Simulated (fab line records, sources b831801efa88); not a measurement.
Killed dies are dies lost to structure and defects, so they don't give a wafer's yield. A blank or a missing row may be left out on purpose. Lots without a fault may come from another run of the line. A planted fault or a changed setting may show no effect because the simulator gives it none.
Split-lot experiment | flow gf180mcu | 5 lots, 23 wafers read, on a route of 602 steps

THE SPLIT
At GF_M3_COAT_09 (resist thk 1000 nm), the setting resist_thk_nm was moved away from the recipe's 1000 nm on 10 of the 23 wafers read, by -5.2% to +1.6%. The other wafers ran this setting at the recipe's value.

FROM THE SPLIT TO THE READING: what the file shows between them, 1 step
- GF_M3_METAL_ETCH_16: etches the open film in Cl2/BCl3, stops on SiO2, target depth 627.5 nm, time 104.6 s (also split here: bias_w)

THE READING
oes_product_au, in a.u., at GF_M3_STRIP_17 (strips in O2/N2). Fault-free wafers of this fab line usually give 0.558 a.u., standard deviation 0.0049 a.u..

wafer  | tool, chamber at the split | resist_thk_nm as run, nm | against the recipe | oes_product_au, a.u. | against lot-mates on the recipe
L074.1 | litho_track-03, 0          | 1000                     | recipe             | 0.569                | -
L074.2 | litho_track-03, 0          | 947.7                    | -5.2%              | 0.532                | -0.027
L074.3 | litho_track-03, 0          | 1000                     | recipe             | 0.551                | -
L074.4 | litho_track-03, 0          | 1000                     | recipe             | 0.557                | -
L074.5 | litho_track-03, 0          | 947.7                    | -5.2%              | 0.544                | -0.015
L075.2 | litho_track-03, 0          | 1016                     | +1.6%              | 0.571                | +0.007
L075.3 | litho_track-03, 0          | 1016                     | +1.6%              | 0.562                | -0.001
L075.4 | litho_track-03, 0          | 1000                     | recipe             | 0.565                | -
L075.5 | litho_track-03, 0          | 1000                     | recipe             | 0.562                | -
L075.6 | litho_track-03, 0          | 1016                     | +1.6%              | 0.568                | +0.004
L082.1 | litho_track-02, 0          | 1000                     | recipe             | 0.552                | -
L082.2 | litho_track-02, 0          | 956.2                    | -4.4%              | 0.529                | -0.024
L082.3 | litho_track-02, 0          | 1000                     | recipe             | 0.559                | -
L082.4 | litho_track-02, 0          | 1000                     | recipe             | 0.548                | -
L082.5 | litho_track-02, 0          | 956.2                    | -4.4%              | 0.532                | -0.021
L084.1 | litho_track-01, 0          | 963.1                    | -3.7%              | 0.547                | -0.011
L084.2 | litho_track-01, 0          | 1000                     | recipe             | 0.559                | -
L084.4 | litho_track-01, 0          | 1000                     | recipe             | 0.558                | -
L084.5 | litho_track-01, 0          | 963.1                    | -3.7%              | 0.542                | -0.016
L084.6 | litho_track-01, 0          | 963.1                    | -3.7%              | 0.536                | -0.022
L085.1 | litho_track-01, 0          | 1000                     | recipe             | 0.563                | -
L085.3 | litho_track-01, 0          | 1000                     | recipe             | 0.563                | -
L085.5 | litho_track-01, 0          | 1000                     | recipe             | 0.552                | -

THE FIT
A straight line over all 23 wafers: oes_product_au changes by +0.00484 a.u. for each +1% of resist_thk_nm; r = +0.88; the points scatter about the line by 0.0061 a.u..
The same after taking each lot's own level away (the mean of its wafers on the recipe; 23 wafers): +0.00423 a.u. for each +1%; r = +0.89; scatter 0.0051 a.u..
On that fit, the largest move of resist_thk_nm shifts the reading by 0.022 a.u..
The lots' own levels span 0.5530 to 0.5635 a.u., that is 2.1 times the standard deviation above.
So the lot-to-lot level changes the slope: the two fits differ.
Check: with one of the wafers moved furthest among these (-5.2%) left out of the fit, the line predicts -0.022 a.u. for it against its lot-mates. It came out at -0.027 a.u. against them.

OTHER SPLITS ON THESE WAFERS
These wafers also went through other splits before the reading. Each is held against what the fit with the lots' levels taken away leaves over:
other split on the same wafers | wafers away from the commonest value | r with oes_product_au (lot level and that fit taken away)
GF_V2_PEB_12 peb_time_s        | 10                                   | -0.15
GF_V2_SPUTTER_21 power_w       | 8                                    | -0.16
GF_M3_METAL_ETCH_16 bias_w     | 6                                    | +0.19

THE WHOLE CHAIN: every reading that the file lists as answering this split, in the file's order
step                | what it does                                                                         | reading                                                                   | change (the file's fit)                   | r (the file's)
GF_M3_COAT_09       | resist thk 1000 nm                                                                   | KrF_of_M3_COAT_09.thk_nm (the simulator's own value, which no gauge read) | +9.95 nm for each +1% of the setting      | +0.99
GF_M3_METAL_ETCH_16 | etches the open film in Cl2/BCl3, stops on SiO2, target depth 627.5 nm, time 104.6 s | KrF_of_M3_COAT_09.thk_nm (the simulator's own value, which no gauge read) | +10.2 nm for each +1% of the setting      | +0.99
GF_M3_STRIP_17      | strips in O2/N2                                                                      | oes_product_au                                                            | +0.00444 a.u. for each +1% of the setting | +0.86
GF_M3_STRIP_17      | strips in O2/N2                                                                      | strip_time_to_endpoint_s                                                  | withheld for each +1% of the setting      | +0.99

THE FILE'S OWN FIT
oes_product_au changes by +0.00444 a.u. for each +1% of resist_thk_nm, r = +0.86.
